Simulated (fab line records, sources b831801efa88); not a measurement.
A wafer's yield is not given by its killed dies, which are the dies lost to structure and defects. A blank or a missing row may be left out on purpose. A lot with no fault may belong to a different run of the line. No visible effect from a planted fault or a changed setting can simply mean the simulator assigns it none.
fab line records + flow sfqLine
record:
- lots: 6
- wafers: 18
- lastDay: 92
route steps=325 shown M7@285 I7@296
lots untouched by any fault: they come from a run of this same line in which no faults occurred
startH: hours from the record's first day to the start of the lot's first wafer shown + waitH: how many hours have passed since the lot's step before this one + " the same as in the row above + L1.1+2: one row covering several wafers at once + - either no value or no given start + * or withheld: withheld + < > ~ a bound
route shown NAME@n: names a module that has steps shown in the file, with the first one's number in the route + usual: mean/standard deviation of fault-free wafers + same: alike in all rows + chamber/n: place in a boat + sites: per-site readings + _std_site: how widely they spread, as a standard deviation + _edge_site: mean of outer sites minus mean of inner sites + radiusMm: how far each site lies from the wafer's centre + mask NAME#n: copy n + behind: tool/chamber where the wafer was last shaped + hold: the reason the lot was held/the length of the hold in hours/how it ended + device: the transistor (n, p or np) that didn't switch + end of line: the tests these same wafers got at the end of their route + step lacking rows: just its recipe + killed: dies lost to structure and defects at the first sort, not the wafer's yield + map: per-die view of a wafer (x killed, . not killed, _ where there is no die)
set.NAME: the run value of the setting; set.NAME@STEP: its run value at that earlier step + model.NAME: the simulator's own value behind a step, which no gauge read
lots at selected steps of the route; one table per step, one row per wafer
services: the hour from which a tool's chamber was out of use, counted from the record's first day as startH (under 0 if before that day), plus the number of hours and why
== steps ==
step: SFQ_TRILAYER_M7_LITHO_COAT_182
recipe:
- resist: BARC
- spinRpm: 3000
- resistThkNm: 62
step: SFQ_TRILAYER_M7_LITHO_COAT_177
recipe:
- resist: KrF
- spinRpm: 3000
- resistThkNm: 600
step: SFQ_TRILAYER_M7_LITHO_SOFTBAKE_181
recipe:
- tempC: withheld
- timeS: withheld
- resist: KrF
step: SFQ_TRILAYER_M7_LITHO_EXPOSE_178
recipe:
- maskId: M7
- na: 0.6
- sourceShape: conventional
- sigmaOuter: 0.65
- targetCdNm: 500
- doseMj: 14.4
step: SFQ_TRILAYER_M7_LITHO_PEB_180
recipe:
- pebTempC: 115
- pebTimeS: 60
- resist: KrF
step: SFQ_TRILAYER_M7_LITHO_DEVELOP_179
recipe:
- timeS: 60
- resist: KrF
step: SFQ_M7_OVL_MEAS_945
usual:
- M7_OVL: -2/4.3
| lot.wafer | tool       | chamber | startH  | waitH | M7_OVL[nm] |
|-----------|------------|---------|---------|-------|------------|
| L246.1    | overlay-01 | -       | 1801.21 | 0.1   | -5         |
| L246.3    | "          | -       | "       | "     | -3         |
| L246.4    | "          | -       | "       | "     | 2          |
| L251.3    | overlay-02 | -       | 1821.83 | 0.1   | -12        |
| L251.5    | "          | -       | "       | "     | -9         |
| L251.6    | "          | -       | "       | "     | -8         |
| L254.1    | overlay-01 | -       | 1919.26 | 0.1   | -3         |
| L254.4    | "          | -       | "       | "     | 4          |
| L254.5    | "          | -       | "       | "     | -4         |
| L255.2    | overlay-02 | -       | 1922.49 | 0.1   | -3         |
| L255.3    | "          | -       | "       | "     | -14        |
| L255.5    | "          | -       | "       | "     | -11        |
| L257.2    | overlay-02 | -       | 2024.43 | 0.1   | 3          |
| L257.4    | "          | -       | "       | "     | -3         |
| L257.5    | "          | -       | "       | "     | 3          |
| L268.1    | overlay-01 | -       | 2124.62 | 0.1   | 0          |
| L268.4    | "          | -       | "       | "     | -3         |
| L268.6    | "          | -       | "       | "     | -2         |
step: SFQ_TRILAYER_M7_BARC_OPEN_METAL_ETCH_229
recipe:
- maskMaterial: PR
- chemistry: O2
- targetDepthNm: 125
- target: BARC
- icpW: 600
- biasW: 80
- pressureMtorr: 10
- timeS: 41.7
usual:
- chamberPressureMTorr: 9.998/0.0088
- drypumpMotorCurrentA: 5.71/0.22
- oesProductAu: 0.686/0.0047
| lot.wafer | tool        | chamber | startH  | waitH | chamberPressureMTorr | drypumpMotorCurrentA | oesProductAu | rfHoursCounterH |
|-----------|-------------|---------|---------|-------|----------------------|----------------------|--------------|-----------------|
| L246.1    | rieMetal-03 | 0       | 1801.25 | 0.0   | 9.983                | 5.92                 | 0.683        | 91              |
| L246.3    | "           | 0       | "       | "     | 9.995                | 5.89                 | 0.686        | -               |
| L246.4    | "           | 1       | "       | "     | 9.996                | 5.71                 | 0.687        | -               |
| L251.3    | rieMetal-04 | 1       | 1821.87 | 0.0   | 10.009               | 6.18                 | 0.678        | -               |
| L251.5    | "           | 1       | "       | "     | 9.996                | 6.17                 | 0.686        | -               |
| L251.6    | "           | 0       | "       | "     | 10.012               | 5.78                 | 0.684        | -               |
| L254.1    | rieMetal-03 | 0       | 1919.29 | 0.0   | 9.998                | 5.92                 | 0.690        | 110             |
| L254.4    | "           | 0       | "       | "     | 10.015               | 5.90                 | 0.685        | -               |
| L254.5    | "           | 0       | "       | "     | 10.007               | 5.90                 | 0.693        | -               |
| L255.2    | rieMetal-01 | 1       | 1922.52 | 0.0   | 9.996                | 5.44                 | 0.691        | 111             |
| L255.3    | "           | 1       | "       | "     | 10.002               | 5.46                 | 0.687        | -               |
| L255.5    | "           | 1       | "       | "     | 10.004               | 5.45                 | 0.690        | -               |
| L257.2    | rieMetal-01 | 0       | 2024.46 | 0.0   | 10.012               | 5.51                 | 0.679        | 9               |
| L257.4    | "           | 1       | "       | "     | 9.992                | 5.45                 | 0.685        | -               |
| L257.5    | "           | 0       | "       | "     | 10.005               | 5.51                 | 0.691        | -               |
| L268.1    | rieMetal-04 | 0       | 2124.66 | 0.0   | 9.993                | 5.77                 | 0.690        | 118             |
| L268.4    | "           | 1       | "       | "     | 9.999                | 6.15                 | 0.694        | -               |
| L268.6    | "           | 1       | "       | "     | 9.999                | 6.13                 | 0.685        | -               |
step: SFQ_TRILAYER_M7_ETCH_METAL_ETCH_180
recipe:
- target: Nb
- stopOn: SiO2
- maskMaterial: PR
- chemistry: Cl2/Ar
- targetDepthNm: 240
- icpW: 600
- biasW: 80
- pressureMtorr: 10
- timeS: 120
usual:
- chamberPressureMTorr: 10.001/0.0097
- drypumpMotorCurrentA: 5.71/0.22
- oesProductAu: 0.894/0.0064
| lot.wafer | tool        | chamber | startH  | waitH | chamberPressureMTorr | drypumpMotorCurrentA | oesProductAu | rfHoursCounterH |
|-----------|-------------|---------|---------|-------|----------------------|----------------------|--------------|-----------------|
| L246.1    | rieMetal-03 | 0       | 1801.31 | 0.0   | 9.999                | 5.85                 | 0.884        | 91              |
| L246.3    | "           | 0       | "       | "     | 9.991                | 5.89                 | 0.897        | -               |
| L246.4    | "           | 1       | "       | "     | 9.994                | 5.76                 | 0.896        | -               |
| L251.3    | rieMetal-04 | 1       | 1821.95 | 0.1   | 9.993                | 6.14                 | 0.892        | -               |
| L251.5    | "           | 1       | "       | "     | 10.010               | 6.14                 | 0.894        | -               |
| L251.6    | "           | 0       | "       | "     | 10.003               | 5.79                 | 0.901        | -               |
| L254.1    | rieMetal-03 | 0       | 1919.35 | 0.0   | 10.009               | 5.91                 | 0.894        | 110             |
| L254.4    | "           | 0       | "       | "     | 10.017               | 5.89                 | 0.896        | -               |
| L254.5    | "           | 0       | "       | "     | 10.005               | 5.92                 | 0.894        | -               |
| L255.2    | rieMetal-01 | 1       | 1922.58 | 0.0   | 10.007               | 5.44                 | 0.890        | 111             |
| L255.3    | "           | 1       | "       | "     | 10.003               | 5.46                 | 0.891        | -               |
| L255.5    | "           | 1       | "       | "     | 9.991                | 5.44                 | 0.896        | -               |
| L257.2    | rieMetal-01 | 0       | 2024.52 | 0.0   | 9.985                | 5.50                 | 0.905        | 9               |
| L257.4    | "           | 1       | "       | "     | 9.981                | 5.46                 | 0.892        | -               |
| L257.5    | "           | 0       | "       | "     | 10.001               | 5.53                 | 0.895        | -               |
| L268.1    | rieMetal-04 | 0       | 2124.72 | 0.0   | 10.004               | 5.78                 | 0.882        | 118             |
| L268.4    | "           | 1       | "       | "     | 10.008               | 6.18                 | 0.903        | -               |
| L268.6    | "           | 1       | "       | "     | 10.028               | 6.15                 | 0.894        | -               |
step: SFQ_TRILAYER_M7_STRIP_STRIP_181
recipe:
- gas: O2
- powerW: 200
- platenTempC: 40
- overashFraction: 0.65
- chemistry: O2
- pressureMtorr: 50
usual:
- chamberPressureMTorr: 50.00/0.048
- drypumpMotorCurrentA: 5.70/0.22
- oesProductAu: 1.001/0.0086
| lot.wafer | tool        | chamber | startH  | waitH | chamberPressureMTorr | drypumpMotorCurrentA | oesProductAu | rfHoursCounterH |
|-----------|-------------|---------|---------|-------|----------------------|----------------------|--------------|-----------------|
| L246.1    | rieMetal-03 | 0       | 1801.43 | 0.1   | 50.04                | 5.88                 | 0.990        | 91              |
| L246.3    | "           | 0       | "       | "     | 49.92                | 5.89                 | 0.994        | -               |
| L246.4    | "           | 1       | "       | "     | 50.05                | 5.76                 | 0.996        | -               |
| L251.3    | rieMetal-04 | 0       | 1822.24 | 0.2   | 50.07                | 5.77                 | 0.987        | -               |
| L251.5    | "           | 0       | "       | "     | 50.05                | 5.78                 | 0.978        | -               |
| L251.6    | "           | 0       | "       | "     | 50.06                | 5.81                 | 0.988        | -               |
| L254.1    | rieMetal-03 | 0       | 1919.48 | 0.1   | 49.95                | 5.91                 | 0.991        | 110             |
| L254.4    | "           | 0       | "       | "     | 50.01                | 5.90                 | 1.006        | -               |
| L254.5    | "           | 0       | "       | "     | 49.99                | 5.92                 | 0.999        | -               |
| L255.2    | rieMetal-01 | 1       | 1922.70 | 0.1   | 50.03                | 5.42                 | 1.004        | 111             |
| L255.3    | "           | 1       | "       | "     | 49.94                | 5.42                 | 0.996        | -               |
| L255.5    | "           | 1       | "       | "     | 49.95                | 5.43                 | 1.005        | -               |
| L257.2    | rieMetal-01 | 0       | 2024.64 | 0.1   | 49.94                | 5.52                 | 1.007        | 9               |
| L257.4    | "           | 1       | "       | "     | 50.10                | 5.45                 | 1.002        | -               |
| L257.5    | "           | 0       | "       | "     | 49.99                | 5.51                 | 1.006        | -               |
| L268.1    | rieMetal-04 | 0       | 2124.84 | 0.1   | 49.99                | 5.78                 | 1.005        | 119             |
| L268.4    | "           | 1       | "       | "     | 50.02                | 6.20                 | 0.997        | -               |
| L268.6    | "           | 1       | "       | "     | 50.08                | 6.12                 | 1.003        | -               |
step: SFQ_TRILAYER_M7_STRIP_SOLV_CLEAN_182
recipe:
- chemistry: NMP
- tempC: 70
- timeS: 600
step: SFQ_TRILAYER_I7_DEP_PECVD_183
recipe:
- material: SiO2
- tempC: 150
- timeS: 111.11
- pressureTorr: 2.4
- rfW: 183.3
- precursor: SiH4/N2O
- targetThkNm: 500
usual:
- heaterPowerW: 90/13
- throttleValvePct: 24.1/1.2
| lot.wafer | tool     | chamber | startH  | waitH | heaterPowerW | throttleValvePct |
|-----------|----------|---------|---------|-------|--------------|------------------|
| L246.1    | pecvd-01 | 1       | 1802.21 | 0.0   | 122          | 22.7             |
| L246.3    | "        | 2       | "       | "     | 89           | 24.8             |
| L246.4    | "        | 2       | "       | "     | 89           | 24.7             |
| L251.3    | pecvd-02 | 0       | 1823.23 | 0.0   | 99           | 23.0             |
| L251.5    | "        | 0       | "       | "     | 82           | 23.1             |
| L251.6    | "        | 1       | "       | "     | 93           | 26.9             |
| L254.1    | pecvd-01 | 1       | 1920.25 | 0.0   | 107          | 22.6             |
| L254.4    | "        | 0       | "       | "     | 84           | 23.7             |
| L254.5    | "        | 1       | "       | "     | 116          | 22.7             |
| L255.2    | pecvd-03 | 2       | 1923.48 | 0.0   | 89           | 23.0             |
| L255.3    | "        | 1       | "       | "     | 79           | 23.4             |
| L255.5    | "        | 2       | "       | "     | 95           | 23.5             |
| L257.2    | pecvd-01 | 2       | 2025.42 | 0.0   | 79           | 25.7             |
| L257.4    | "        | 0       | "       | "     | 72           | 23.7             |
| L257.5    | "        | 1       | "       | "     | 122          | 22.8             |
| L268.1    | pecvd-03 | 0       | 2125.62 | 0.0   | 81           | 25.2             |
| L268.4    | "        | 1       | "       | "     | 71           | 23.3             |
| L268.6    | "        | 2       | "       | "     | 85           | 23.8             |
step: SFQ_TRILAYER_I7_CMP_CMP_184
recipe:
- material: SiO2
- downForcePsi: 3
- platenRpm: 60
- padVelocityMS: 0.94248
usual:
- edgeZonePressureFrac: 1.000/0.0052
- headPressurePsi: 3.000/0.0066
- motorCurrentA: 10.0/1.1
- timeToEndpointS: 217/8.1
| lot.wafer | tool   | chamber | startH  | waitH | edgeZonePressureFrac | headPressurePsi | motorCurrentA | timeToEndpointS |
|-----------|--------|---------|---------|-------|----------------------|-----------------|---------------|-----------------|
| L246.1    | cmp-02 | 1       | 1805.51 | 3.3   | 0.996                | 2.989           | 10.0          | 228             |
| L246.4    | "      | 2       | "       | "     | 1.000                | 3.001           | 8.1           | 221             |
| L246.3    | "      | 3       | "       | "     | 1.007                | 3.005           | 11.1          | 213             |
| L251.3    | cmp-02 | 1       | 1839.80 | 16.5  | 1.006                | 2.994           | 10.1          | 212             |
| L251.5    | "      | 0       | 1841.30 | 18.0  | 1.000                | 3.008           | 10.2          | 226             |
| L251.6    | "      | 1       | "       | "     | 1.001                | 3.000           | 9.4           | 220             |
| L254.4    | cmp-02 | 1       | 1921.33 | 1.0   | 0.993                | 2.694           | 9.2           | 231             |
| L254.1    | "      | 2       | "       | "     | 1.003                | 2.702           | 7.6           | 232             |
| L254.5    | "      | 3       | "       | "     | 0.990                | 2.699           | 10.8          | 230             |
| L255.3    | cmp-02 | 3       | 1926.83 | 3.3   | 1.007                | 2.703           | 10.5          | 231             |
| L255.2    | "      | 0       | "       | "     | 0.999                | 2.698           | 10.1          | 245             |
| L255.5    | "      | 3       | 1928.83 | 5.3   | 1.003                | 2.701           | 10.0          | 236             |
| L257.4    | cmp-01 | 1       | 2025.53 | 0.0   | 0.998                | 3.005           | 11.8          | 206             |
| L257.2    | "      | 0       | 2027.03 | 1.6   | 0.995                | 3.004           | 9.3           | 209             |
| L257.5    | "      | 1       | "       | "     | 0.998                | 2.995           | 11.5          | 213             |
| L268.1    | cmp-02 | 3       | 2126.20 | 0.5   | 1.004                | 2.999           | 11.1          | 209             |
| L268.4    | "      | 1       | 2127.20 | 1.5   | 0.994                | 2.994           | 10.1          | 216             |
| L268.6    | "      | 3       | 2128.20 | 2.5   | 1.001                | 2.998           | 11.5          | 200             |
step: SFQ_I7_BOW_MEAS_946
recipe:
- mode: bow
usual:
- I7_BOW: 7/11
| lot.wafer | tool         | chamber | startH  | waitH | I7_BOW[um] |
|-----------|--------------|---------|---------|-------|------------|
| L246.1    | filmMetro-03 | -       | 1808.73 | 2.7   | 12         |
| L246.3    | "            | -       | "       | "     | 12         |
| L246.4    | "            | -       | "       | "     | 7          |
| L251.3    | filmMetro-01 | -       | 1842.34 | 2.0   | 19         |
| L251.5    | "            | -       | "       | "     | 12         |
| L251.6    | "            | -       | "       | "     | 4          |
| L254.1    | filmMetro-03 | -       | 1923.33 | 1.0   | -4         |
| L254.4    | "            | -       | "       | "     | -2         |
| L254.5    | "            | -       | "       | "     | 0          |
| L255.2    | filmMetro-03 | -       | 1929.35 | 1.5   | -6         |
| L255.3    | "            | -       | "       | "     | -3         |
| L255.5    | "            | -       | "       | "     | -5         |
| L257.2    | filmMetro-02 | -       | 2028.55 | 1.0   | 3          |
| L257.4    | "            | -       | "       | "     | -11        |
| L257.5    | "            | -       | "       | "     | -4         |
| L268.1    | filmMetro-01 | -       | 2128.70 | 2.0   | -3         |
| L268.4    | "            | -       | "       | "     | -15        |
| L268.6    | "            | -       | "       | "     | -12        |
== services ==
| tool        | chamber | startH  | hours | kind   |
|-------------|---------|---------|-------|--------|
| cmp-01      | -       | 1787.92 | 4.0   | pm     |
| pecvd-03    | -       | 1797.65 | 20.5  | repair |
| cmp-01      | -       | 1798.74 | 2.7   | repair |
| pecvd-03    | 2       | 1802.81 | 4.7   | repair |
| rieMetal-04 | -       | 1804.38 | 14.6  | pm     |
| pecvd-03    | -       | 1809.10 | 1.3   | repair |
| pecvd-03    | -       | 1823.93 | 14.6  | pm     |
| rieMetal-04 | -       | 1842.25 | 0.8   | repair |
| rieMetal-04 | 1       | 1879.19 | 17.4  | repair |
| pecvd-01    | 2       | 1899.63 | 6.6   | repair |
| cmp-02      | -       | 1907.58 | 3.4   | repair |
| rieMetal-03 | -       | 1921.86 | 2.8   | pm     |
| cmp-02      | -       | 1930.16 | 0.3   | repair |
| cmp-02      | -       | 1939.08 | 4.0   | pm     |
| rieMetal-04 | 0       | 1944.04 | 10.8  | repair |
| pecvd-01    | -       | 1959.81 | 2.8   | pm     |
| rieMetal-03 | 0       | 1993.56 | 3.7   | repair |
| pecvd-03    | -       | 2000.80 | 2.8   | pm     |
| cmp-02      | -       | 2001.46 | 0.5   | repair |
| rieMetal-04 | -       | 2002.76 | 4.1   | repair |
| pecvd-03    | 0       | 2005.89 | 2.6   | repair |
| cmp-02      | -       | 2016.94 | 3.1   | repair |
| pecvd-01    | 1       | 2017.02 | 6.2   | repair |
| pecvd-01    | -       | 2082.81 | 1.3   | repair |
== key ==
firstSign:
- step: SFQ_TRILAYER_I7_CMP_CMP_184
- reading: headPressurePsi
- direction: down
- sigmas: 46
- usual: 3.000
- struck: 2.699
effect:
- step: SFQ_TRILAYER_I7_CMP_CMP_184
- reading: timeToEndpointS
- direction: up
- sigmas: 2.1
- usual: *
- struck: *
metAt SFQ_TRILAYER_I7_CMP_CMP_184
struckWafers L254.1,L254.4,L254.5,L255.2,L255.3,L255.5
fault:
- kind: processParameterDrift
- tool: cmp-02
- chamber: -
- onsetH: 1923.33
- steps: SFQ_TRILAYER_I7_CMP_CMP_184
- channel: downForcePsi
- offset: -0.30221
- shape: step
- endH: 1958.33
- actsIn: theseRecipesOnly
- stated: 3
